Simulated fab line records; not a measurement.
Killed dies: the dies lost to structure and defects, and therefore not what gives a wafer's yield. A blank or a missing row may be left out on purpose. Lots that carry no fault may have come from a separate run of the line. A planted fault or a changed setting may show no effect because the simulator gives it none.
Code-filled problem report in 8D (eight disciplines) form :: flow sky130 :: the parts of the form that need people (team, actions taken, sign-off) are left out

== 1. PROBLEM STATEMENT ==
Mean of heaterPowerTotalW at SKY_RES_PROTECT_SOFTBAKE_03: 58.85 W across 3 wafers in 3 lots; on wafers with no fault it is 56.60 W (standard deviation 0.042). Relative to the usual mean, that is a shift of +54 standard deviations.
The step: time 60 s.
First observed at day 18 07:45: wafer L298.1, on lithoTrack-02. The record holds 42 wafers of 15 lots with a number at this step. Rule for "out" (also "out of limits"): further than 4 standard deviations from the usual mean. All remaining wafers that have a number are taken as sound.

== 2. WHAT IT IS, AND WHAT IT ISN'T ==
question: which readings at this step
is: heaterPowerTotalW, runLengthS
is not: -

question: which lots
is: L298, L300, L301
is not: L288, L289, L290, L291, L292, L302, L303, L304, L306, L309, L310, L311

question: which wafers of those lots
is: L298.1, L300.1, L301.4
is not: L298.3, L300.3, L301.2

question: read on which tools
is: lithoTrack-02
is not: lithoTrack-03, lithoTrack-04

question: when
is: from day 18 07:45
is not: up to then (16 sound wafers); but 23 sound wafers of L300, L301, L302, L303, L304, L306, L309, L310, L311 came after

== 3. THE SUSPECTS, EACH WITH WHAT RULES IT OUT ==
Counting: any tool at a process step up to the reading remains a suspect provided it ran every lot that is out. Sound lots after the first of them don't rule it out here, since some wafers of a struck lot are sound.
- lithoTrack-02 at SKY_RES_PROTECT_SOFTBAKE_03 (time 60 s): kept. It processed each lot that is out (first: L298, day 18 07:45); up to then, its last sound lot is L292 (day 15 22:47). Its own readings are out on those wafers: heaterPowerTotalW, runLengthS.
After counting, what remains is lithoTrack-02 at SKY_RES_PROTECT_SOFTBAKE_03.

== 4. THE CAUSE (what the simulator had put in) ==
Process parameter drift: lithoTrack-02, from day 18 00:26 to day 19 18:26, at SKY_RES_PROTECT_SOFTBAKE_03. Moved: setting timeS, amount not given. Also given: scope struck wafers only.
This tool alone remained once counting was done.

== 5. THE CHAIN OF EFFECTS, in route order ==
Each row: a reading whose mean over the struck wafers that have a number lies more than 3 standard deviations from the usual. Only readings whose record carries a usual standard deviation are examined. hours: median over the lots of the time between each lot's start at the first step of this table that gives one and its start at this step. sigmas: the change, counted in usual standard deviations.
hours: 0
step: SKY_RES_PROTECT_SOFTBAKE_03
reading: heaterPowerTotalW
usual: 56.60 W
on struck wafers: 58.85
change: +2.25
sigmas: +54

hours: 0
step: SKY_RES_PROTECT_SOFTBAKE_03
reading: runLengthS
usual: 88.99 s
on struck wafers: 82.65
change: -6.34
sigmas: -53
Here are the process steps it includes:
- SKY_RES_PROTECT_SOFTBAKE_03: time 60 s.
Later steps that measure or inspect, where all struck wafers having a row at the step show a number for every such reading and not one has moved that far: SKY_LDD_P_OVL_MEAS_08.

== 6. HOW IT WOULD HAVE BEEN CAUGHT EARLIER ==
In this record no reading fell out of limits until day 18 07:45, 7 hours after the fault had begun at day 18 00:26.
